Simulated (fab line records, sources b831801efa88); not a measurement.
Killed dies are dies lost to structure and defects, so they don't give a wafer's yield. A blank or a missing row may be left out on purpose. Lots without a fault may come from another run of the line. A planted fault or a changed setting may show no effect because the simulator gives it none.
Which tool did it? | flow sky130 | 24 lots, 72 wafers sampled, at 1 step of a route of 708

WHAT THE GAUGES READ, wafer by wafer
SKY_LDD_P_CD_MEAS_07: target cd 380 nm.
lot  | measured     | on        | cd_nm (nm)
L074 | day 19 19:42 | cd_sem-01 | 377.4 378.9 376.5
L076 | day 20 05:14 | cd_sem-01 | 383.3 383.6 385.6
L075 | day 20 05:32 | cd_sem-01 | 379.7 377.6 380.3
L077 | day 20 09:55 | cd_sem-02 | 378.6 377.0 377.2
L078 | day 20 17:19 | cd_sem-02 | 381.8 384.1 382.5
L079 | day 20 23:14 | cd_sem-01 | 378.8 379.9 379.0
L081 | day 21 18:22 | cd_sem-01 | 376.9 382.2 379.0
L080 | day 21 19:30 | cd_sem-01 | 379.8 379.8 379.3
L082 | day 21 20:45 | cd_sem-02 | 383.2 382.9 384.2
L083 | day 22 08:20 | cd_sem-02 | 379.8 380.7 379.8
L084 | day 22 22:36 | cd_sem-02 | 382.5 383.3 384.5
L085 | day 23 06:31 | cd_sem-02 | 380.4 378.8 378.5
L086 | day 23 08:37 | cd_sem-02 | 378.6 379.6 376.6
L087 | day 23 18:29 | cd_sem-02 | 378.5 380.1 378.4
L088 | day 24 02:45 | cd_sem-02 | 379.2 378.1 378.1
L089 | day 24 08:07 | cd_sem-02 | 383.2 381.8 382.6
L090 | day 24 17:47 | cd_sem-02 | 382.4 380.3 378.7
L091 | day 24 22:07 | cd_sem-02 | 378.9 380.7 381.6
L092 | day 25 14:05 | cd_sem-01 | 380.0 379.7 382.1
L093 | day 25 17:36 | cd_sem-01 | 380.8 381.6 379.4
L094 | day 26 05:20 | cd_sem-02 | 377.9 379.7 377.3
L095 | day 26 13:53 | cd_sem-02 | 381.0 381.6 380.2
L096 | day 26 17:46 | cd_sem-02 | 383.8 381.5 383.1
L097 | day 27 00:01 | cd_sem-02 | 380.6 384.6 380.7

WHICH TOOL RAN EACH LOT (tool, then ch and the chambers of the sampled wafers, then the start)
The record holds no process step before these readings.

WHAT THE TOOLS THEMSELVES READ (means of the sampled wafers that have a number; where no wafer has one, the mark that the record gives instead)
The record holds no such reading with a usual standard deviation.

THE ANSWER, worked out from the rows above alone
Rule: what is usual is taken from the lots themselves. Put in order of their means at a reading, lots are off if they are a third of the lots or fewer, leave a main group of 4 or more, and stand apart from it by a gap of 3 or more times the standard deviation of the main group's means; of several such gaps the widest counts. A main group whose means are all the same, to the digits that the tables above print for the reading, isn't used. A lot without any number at a reading at which 4 lots or more have one is off too. The other lots that the step has rows for count as sound. The gauges are gone through in route order, then the tools' own readings, and for those a lot's mean is taken as printed above. The first step at which some lot is off is used, and at that step the reading that is off furthest; a lot without a number counts as furthest.
No lot is off at any reading shown: from this, nothing can be told.

WHAT THE SIMULATOR HAD PUT IN
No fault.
